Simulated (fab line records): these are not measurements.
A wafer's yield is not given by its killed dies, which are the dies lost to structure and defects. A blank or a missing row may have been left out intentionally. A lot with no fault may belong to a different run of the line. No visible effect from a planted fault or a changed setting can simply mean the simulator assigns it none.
The tool behind it: which one? || flow gf180mcu || 12 lots, 36 wafers sampled, at 5 steps of a route of 602

== WHAT THE GAUGES SHOWED, per wafer ==
GF_POLY_GATE_OVL_MEAS_11. Usual: POLY_GATE_OVL typically reads 1 nm, with standard deviation 5.5.
{"lot": "L212", "measured": "day 9 10:04", "on": "overlay-01", "POLY_GATE_OVL (nm)": "1 -6 2", "flag": ""}
{"lot": "L213", "measured": "day 9 15:55", "on": "overlay-01", "POLY_GATE_OVL (nm)": "7 4 11", "flag": ""}
{"lot": "L214", "measured": "day 9 20:34", "on": "overlay-01", "POLY_GATE_OVL (nm)": "0 6 -8", "flag": ""}
{"lot": "L215", "measured": "day 10 05:52", "on": "overlay-01", "POLY_GATE_OVL (nm)": "-3 1 -3", "flag": ""}
{"lot": "L216", "measured": "day 10 09:23", "on": "overlay-02", "POLY_GATE_OVL (nm)": "-7 -7 1", "flag": ""}
{"lot": "L217", "measured": "day 10 13:48", "on": "overlay-01", "POLY_GATE_OVL (nm)": "-5 0 -6", "flag": ""}
{"lot": "L224", "measured": "day 12 17:48", "on": "overlay-01", "POLY_GATE_OVL (nm)": "3 -3 -3", "flag": ""}
{"lot": "L227", "measured": "day 13 11:53", "on": "overlay-01", "POLY_GATE_OVL (nm)": "2 0 8", "flag": ""}
{"lot": "L228", "measured": "day 13 19:50", "on": "overlay-02", "POLY_GATE_OVL (nm)": "-5 -10 -6", "flag": ""}
{"lot": "L231", "measured": "day 14 20:09", "on": "overlay-01", "POLY_GATE_OVL (nm)": "3 -1 4", "flag": ""}
{"lot": "L232", "measured": "day 15 02:11", "on": "overlay-02", "POLY_GATE_OVL (nm)": "0 -1 0", "flag": ""}
{"lot": "L233", "measured": "day 15 08:26", "on": "overlay-01", "POLY_GATE_OVL (nm)": "3 -7 1", "flag": ""}

GF_NSD_CD_MEAS_07: the cd target is 400 nm. Usual: 400.0 nm for cd-nm, sd 2.5.
{"lot": "L212", "measured": "day 13 12:04", "on": "cd-sem-02", "cd-nm (nm)": "403.0 403.7 403.0", "flag": ""}
{"lot": "L213", "measured": "day 13 21:25", "on": "cd-sem-01", "cd-nm (nm)": "402.9 404.9 404.3", "flag": ""}
{"lot": "L214", "measured": "day 14 00:31", "on": "cd-sem-01", "cd-nm (nm)": "399.5 398.3 399.5", "flag": ""}
{"lot": "L215", "measured": "day 14 13:55", "on": "cd-sem-01", "cd-nm (nm)": "396.0 397.0 396.0", "flag": ""}
{"lot": "L216", "measured": "day 14 16:26", "on": "cd-sem-01", "cd-nm (nm)": "402.5 404.7 405.4", "flag": ""}
{"lot": "L217", "measured": "day 14 19:40", "on": "cd-sem-02", "cd-nm (nm)": "401.2 401.5 399.4", "flag": ""}
{"lot": "L224", "measured": "day 17 12:33", "on": "cd-sem-01", "cd-nm (nm)": "389.3 387.7 388.5", "flag": "OFF"}
{"lot": "L227", "measured": "day 18 07:12", "on": "cd-sem-01", "cd-nm (nm)": "390.0 389.3 387.9", "flag": "OFF"}
{"lot": "L228", "measured": "day 18 20:47", "on": "cd-sem-02", "cd-nm (nm)": "401.9 400.6 399.1", "flag": ""}
{"lot": "L231", "measured": "day 19 22:04", "on": "cd-sem-02", "cd-nm (nm)": "401.7 402.9 403.8", "flag": ""}
{"lot": "L232", "measured": "day 20 03:16", "on": "cd-sem-01", "cd-nm (nm)": "400.3 398.4 398.4", "flag": ""}
{"lot": "L233", "measured": "day 20 10:41", "on": "cd-sem-02", "cd-nm (nm)": "399.6 398.5 401.6", "flag": ""}

== WHAT TOOL EACH LOT RAN ON (gives the tool, then ch and the chambers of the sampled wafers, and finally the start) ==
{"lot": "L212", "GF_POLY_GATE_STRIP_14": "plasma-asher-03 ch 0,1, day 9 10:13", "GF_HV_LDD_STRIP_37": "plasma-asher-04 ch 1, day 11 18:01", "GF_NSD_EXPOSE_04": "iline-stepper-01 ch 0, day 13 02:22"}
{"lot": "L213", "GF_POLY_GATE_STRIP_14": "plasma-asher-01 ch 0,1, day 9 16:04", "GF_HV_LDD_STRIP_37": "plasma-asher-04 ch 0,1, day 12 01:10", "GF_NSD_EXPOSE_04": "iline-stepper-01 ch 0, day 13 10:52"}
{"lot": "L214", "GF_POLY_GATE_STRIP_14": "plasma-asher-02 ch 0,1, day 9 20:43", "GF_HV_LDD_STRIP_37": "plasma-asher-04 ch 0,1, day 12 05:46", "GF_NSD_EXPOSE_04": "iline-stepper-01 ch 0, day 13 14:04"}
{"lot": "L215", "GF_POLY_GATE_STRIP_14": "plasma-asher-01 ch 0,1, day 10 06:01", "GF_HV_LDD_STRIP_37": "plasma-asher-04 ch 0,1, day 12 16:40", "GF_NSD_EXPOSE_04": "iline-stepper-01 ch 0, day 14 03:48"}
{"lot": "L216", "GF_POLY_GATE_STRIP_14": "plasma-asher-01 ch 0, day 10 09:31", "GF_HV_LDD_STRIP_37": "plasma-asher-03 ch 0, day 12 19:49", "GF_NSD_EXPOSE_04": "iline-stepper-01 ch 0, day 14 06:37"}
{"lot": "L217", "GF_POLY_GATE_STRIP_14": "plasma-asher-02 ch 0,1, day 10 13:56", "GF_HV_LDD_STRIP_37": "plasma-asher-04 ch 0,1, day 13 00:02", "GF_NSD_EXPOSE_04": "iline-stepper-02 ch 0, day 14 09:37"}
{"lot": "L224", "GF_POLY_GATE_STRIP_14": "plasma-asher-02 ch 0,1, day 12 17:57", "GF_HV_LDD_STRIP_37": "plasma-asher-03 ch 0,1, day 15 11:42", "GF_NSD_EXPOSE_04": "iline-stepper-01 ch 0, day 17 00:50"}
{"lot": "L227", "GF_POLY_GATE_STRIP_14": "plasma-asher-02 ch 0,1, day 13 12:01", "GF_HV_LDD_STRIP_37": "plasma-asher-01 ch 0,1, day 16 06:39", "GF_NSD_EXPOSE_04": "iline-stepper-01 ch 0, day 17 20:16"}
{"lot": "L228", "GF_POLY_GATE_STRIP_14": "plasma-asher-03 ch 0,1, day 13 19:58", "GF_HV_LDD_STRIP_37": "plasma-asher-01 ch 0,1, day 16 16:50", "GF_NSD_EXPOSE_04": "iline-stepper-02 ch 0, day 18 08:35"}
{"lot": "L231", "GF_POLY_GATE_STRIP_14": "plasma-asher-03 ch 0,1, day 14 20:19", "GF_HV_LDD_STRIP_37": "plasma-asher-01 ch 0,1, day 17 18:33", "GF_NSD_EXPOSE_04": "iline-stepper-02 ch 0, day 19 10:23"}
{"lot": "L232", "GF_POLY_GATE_STRIP_14": "plasma-asher-02 ch 0,1, day 15 02:19", "GF_HV_LDD_STRIP_37": "plasma-asher-01 ch 0,1, day 18 00:28", "GF_NSD_EXPOSE_04": "iline-stepper-02 ch 0, day 19 15:38"}
{"lot": "L233", "GF_POLY_GATE_STRIP_14": "plasma-asher-02 ch 0,1, day 15 08:36", "GF_HV_LDD_STRIP_37": "plasma-asher-03 ch 0,1, day 18 07:00", "GF_NSD_EXPOSE_04": "iline-stepper-02 ch 0, day 19 22:35"}
- GF_POLY_GATE_STRIP_14: strips in O2/N2.
- GF_HV_LDD_STRIP_37: strips in O2/N2.
- GF_NSD_EXPOSE_04: exposes mask Nplus, target cd 400 nm.

== WHAT THE TOOLS THEMSELVES READ (means of the sampled wafers that have a number; where no wafer has one, the mark that the record gives instead) ==
GF_POLY_GATE_STRIP_14. Usual: drypump-motor-current-A 5.4 A, standard deviation 0.35; heater-power-w 319 W, standard deviation 33; o2-flow-sccm 3000 sccm, standard deviation 9.7; oes-product-au 0.505 a.u., standard deviation 0.0046.
{"lot": "L212", "tool": "plasma-asher-03", "drypump-motor-current-A (A)": 4.9, "heater-power-w (W)": 294, "o2-flow-sccm (sccm)": 3008, "oes-product-au (a.u.)": 0.502, "flag": ""}
{"lot": "L213", "tool": "plasma-asher-01", "drypump-motor-current-A (A)": 5.7, "heater-power-w (W)": 363, "o2-flow-sccm (sccm)": 3001, "oes-product-au (a.u.)": 0.505, "flag": ""}
{"lot": "L214", "tool": "plasma-asher-02", "drypump-motor-current-A (A)": 5.7, "heater-power-w (W)": 293, "o2-flow-sccm (sccm)": 2999, "oes-product-au (a.u.)": 0.508, "flag": ""}
{"lot": "L215", "tool": "plasma-asher-01", "drypump-motor-current-A (A)": 5.7, "heater-power-w (W)": 359, "o2-flow-sccm (sccm)": 3012, "oes-product-au (a.u.)": 0.505, "flag": ""}
{"lot": "L216", "tool": "plasma-asher-01", "drypump-motor-current-A (A)": 5.6, "heater-power-w (W)": 358, "o2-flow-sccm (sccm)": 2993, "oes-product-au (a.u.)": 0.505, "flag": ""}
{"lot": "L217", "tool": "plasma-asher-02", "drypump-motor-current-A (A)": 5.7, "heater-power-w (W)": 313, "o2-flow-sccm (sccm)": 3002, "oes-product-au (a.u.)": 0.506, "flag": ""}
{"lot": "L224", "tool": "plasma-asher-02", "drypump-motor-current-A (A)": 5.7, "heater-power-w (W)": 291, "o2-flow-sccm (sccm)": 2998, "oes-product-au (a.u.)": 0.510, "flag": ""}
{"lot": "L227", "tool": "plasma-asher-02", "drypump-motor-current-A (A)": 5.7, "heater-power-w (W)": 286, "o2-flow-sccm (sccm)": 2997, "oes-product-au (a.u.)": 0.504, "flag": ""}
{"lot": "L228", "tool": "plasma-asher-03", "drypump-motor-current-A (A)": 5.1, "heater-power-w (W)": 308, "o2-flow-sccm (sccm)": 2994, "oes-product-au (a.u.)": 0.503, "flag": ""}
{"lot": "L231", "tool": "plasma-asher-03", "drypump-motor-current-A (A)": 5.0, "heater-power-w (W)": 294, "o2-flow-sccm (sccm)": 3009, "oes-product-au (a.u.)": 0.506, "flag": ""}
{"lot": "L232", "tool": "plasma-asher-02", "drypump-motor-current-A (A)": 5.7, "heater-power-w (W)": 293, "o2-flow-sccm (sccm)": 2999, "oes-product-au (a.u.)": 0.507, "flag": ""}
{"lot": "L233", "tool": "plasma-asher-02", "drypump-motor-current-A (A)": 5.7, "heater-power-w (W)": 306, "o2-flow-sccm (sccm)": 3007, "oes-product-au (a.u.)": 0.507, "flag": ""}

GF_HV_LDD_STRIP_37. Usual: drypump-motor-current-A 5.5 A, standard deviation 0.5; heater-power-w 325 W, standard deviation 36; o2-flow-sccm 2999 sccm, standard deviation 8.2; oes-product-au 0.716 a.u., standard deviation 0.0047; strip-time-to-endpoint-s 12.61 s, standard deviation 0.036.
{"lot": "L212", "tool": "plasma-asher-04", "drypump-motor-current-A (A)": 6.3, "heater-power-w (W)": 279, "o2-flow-sccm (sccm)": 3008, "oes-product-au (a.u.)": 0.710, "strip-time-to-endpoint-s (s)": 12.56, "flag": ""}
{"lot": "L213", "tool": "plasma-asher-04", "drypump-motor-current-A (A)": 6.0, "heater-power-w (W)": 309, "o2-flow-sccm (sccm)": 2995, "oes-product-au (a.u.)": 0.715, "strip-time-to-endpoint-s (s)": 12.65, "flag": ""}
{"lot": "L214", "tool": "plasma-asher-04", "drypump-motor-current-A (A)": 5.6, "heater-power-w (W)": 338, "o2-flow-sccm (sccm)": 3006, "oes-product-au (a.u.)": 0.715, "strip-time-to-endpoint-s (s)": 12.63, "flag": ""}
{"lot": "L215", "tool": "plasma-asher-04", "drypump-motor-current-A (A)": 6.0, "heater-power-w (W)": 310, "o2-flow-sccm (sccm)": 3005, "oes-product-au (a.u.)": 0.713, "strip-time-to-endpoint-s (s)": 12.64, "flag": ""}
{"lot": "L216", "tool": "plasma-asher-03", "drypump-motor-current-A (A)": 4.8, "heater-power-w (W)": 281, "o2-flow-sccm (sccm)": 3011, "oes-product-au (a.u.)": 0.712, "strip-time-to-endpoint-s (s)": 12.59, "flag": ""}
{"lot": "L217", "tool": "plasma-asher-04", "drypump-motor-current-A (A)": 6.0, "heater-power-w (W)": 311, "o2-flow-sccm (sccm)": 2999, "oes-product-au (a.u.)": 0.717, "strip-time-to-endpoint-s (s)": 12.65, "flag": ""}
{"lot": "L224", "tool": "plasma-asher-03", "drypump-motor-current-A (A)": 5.1, "heater-power-w (W)": 310, "o2-flow-sccm (sccm)": 3001, "oes-product-au (a.u.)": 0.717, "strip-time-to-endpoint-s (s)": 12.57, "flag": ""}
{"lot": "L227", "tool": "plasma-asher-01", "drypump-motor-current-A (A)": 5.6, "heater-power-w (W)": 356, "o2-flow-sccm (sccm)": 2998, "oes-product-au (a.u.)": 0.715, "strip-time-to-endpoint-s (s)": 12.62, "flag": ""}
{"lot": "L228", "tool": "plasma-asher-01", "drypump-motor-current-A (A)": 5.6, "heater-power-w (W)": 355, "o2-flow-sccm (sccm)": 3003, "oes-product-au (a.u.)": 0.717, "strip-time-to-endpoint-s (s)": 12.61, "flag": ""}
{"lot": "L231", "tool": "plasma-asher-01", "drypump-motor-current-A (A)": 5.6, "heater-power-w (W)": 366, "o2-flow-sccm (sccm)": 3004, "oes-product-au (a.u.)": 0.716, "strip-time-to-endpoint-s (s)": 12.60, "flag": ""}
{"lot": "L232", "tool": "plasma-asher-01", "drypump-motor-current-A (A)": 5.7, "heater-power-w (W)": 357, "o2-flow-sccm (sccm)": 2990, "oes-product-au (a.u.)": 0.722, "strip-time-to-endpoint-s (s)": 12.60, "flag": ""}
{"lot": "L233", "tool": "plasma-asher-03", "drypump-motor-current-A (A)": 5.1, "heater-power-w (W)": 314, "o2-flow-sccm (sccm)": 3003, "oes-product-au (a.u.)": 0.717, "strip-time-to-endpoint-s (s)": 12.61, "flag": ""}

GF_NSD_EXPOSE_04. Usual: exposure-dose-mJ-cm2 140.6, standard deviation 0.75; reticle-temp-C 22.99 C, standard deviation 0.098.
{"lot": "L212", "tool": "iline-stepper-01", "exposure-dose-mJ-cm2": 139.7, "reticle-temp-C (C)": 22.96, "flag": ""}
{"lot": "L213", "tool": "iline-stepper-01", "exposure-dose-mJ-cm2": 140.0, "reticle-temp-C (C)": 23.01, "flag": ""}
{"lot": "L214", "tool": "iline-stepper-01", "exposure-dose-mJ-cm2": 139.9, "reticle-temp-C (C)": 23.01, "flag": ""}
{"lot": "L215", "tool": "iline-stepper-01", "exposure-dose-mJ-cm2": 140.1, "reticle-temp-C (C)": 23.09, "flag": ""}
{"lot": "L216", "tool": "iline-stepper-01", "exposure-dose-mJ-cm2": 139.9, "reticle-temp-C (C)": 22.85, "flag": ""}
{"lot": "L217", "tool": "iline-stepper-02", "exposure-dose-mJ-cm2": 141.4, "reticle-temp-C (C)": 23.02, "flag": ""}
{"lot": "L224", "tool": "iline-stepper-01", "exposure-dose-mJ-cm2": 134.1, "reticle-temp-C (C)": 22.97, "flag": "OFF"}
{"lot": "L227", "tool": "iline-stepper-01", "exposure-dose-mJ-cm2": 135.2, "reticle-temp-C (C)": 22.96, "flag": "OFF"}
{"lot": "L228", "tool": "iline-stepper-02", "exposure-dose-mJ-cm2": 141.4, "reticle-temp-C (C)": 22.97, "flag": ""}
{"lot": "L231", "tool": "iline-stepper-02", "exposure-dose-mJ-cm2": 141.2, "reticle-temp-C (C)": 23.06, "flag": ""}
{"lot": "L232", "tool": "iline-stepper-02", "exposure-dose-mJ-cm2": 141.4, "reticle-temp-C (C)": 22.83, "flag": ""}
{"lot": "L233", "tool": "iline-stepper-02", "exposure-dose-mJ-cm2": 141.3, "reticle-temp-C (C)": 22.98, "flag": ""}

== THE ANSWER, worked out from the rows above alone ==
Rule: a lot is off if the mean of its wafers that have a number lies more than 3 standard deviations from the usual mean. A lot without any number at a reading at which 4 lots or more have one is off too. All remaining lots with rows at the step are treated as sound. After the gauges, taken in route order, come the tools' own readings; for these a lot's mean is taken, as printed above. At the first step where some lot is off, the reading lying furthest off is the one used; lots without a number count as furthest.
Off at GF_NSD_CD_MEAS_07 (cd-nm): L224, L227.
If a tool, at a process step before that reading, ran all the lots that are off and no sound lot after the first of them, it fits. Not tried: the gauges at GF_NSD_CD_MEAS_07; whatever is off there is also off at GF_NSD_EXPOSE_04, on other tools, and gauge error can't account for it. One candidate fits, namely iline-stepper-01 at GF_NSD_EXPOSE_04. A fault onset in the window from L216 (day 14 06:37, its last sound lot) to L224 (day 17 00:50, its first lot off) fits.
The tool's own readings at GF_NSD_EXPOSE_04 bear it out: on the lots that are off they differ by more than 5 times the standard deviation of the sound lots' means. exposure-dose-mJ-cm2 reads 134.6 there against 140.6 on the sound lots.

== WHAT HAD BEEN PUT IN BY THE SIMULATOR ==
Drift in process parameters on iline-stepper-01 at GF_NSD_EXPOSE_04, starting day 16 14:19. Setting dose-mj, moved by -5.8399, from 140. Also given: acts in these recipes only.
Shown lots that were struck: L224, L227. This agrees with what the rule above found.
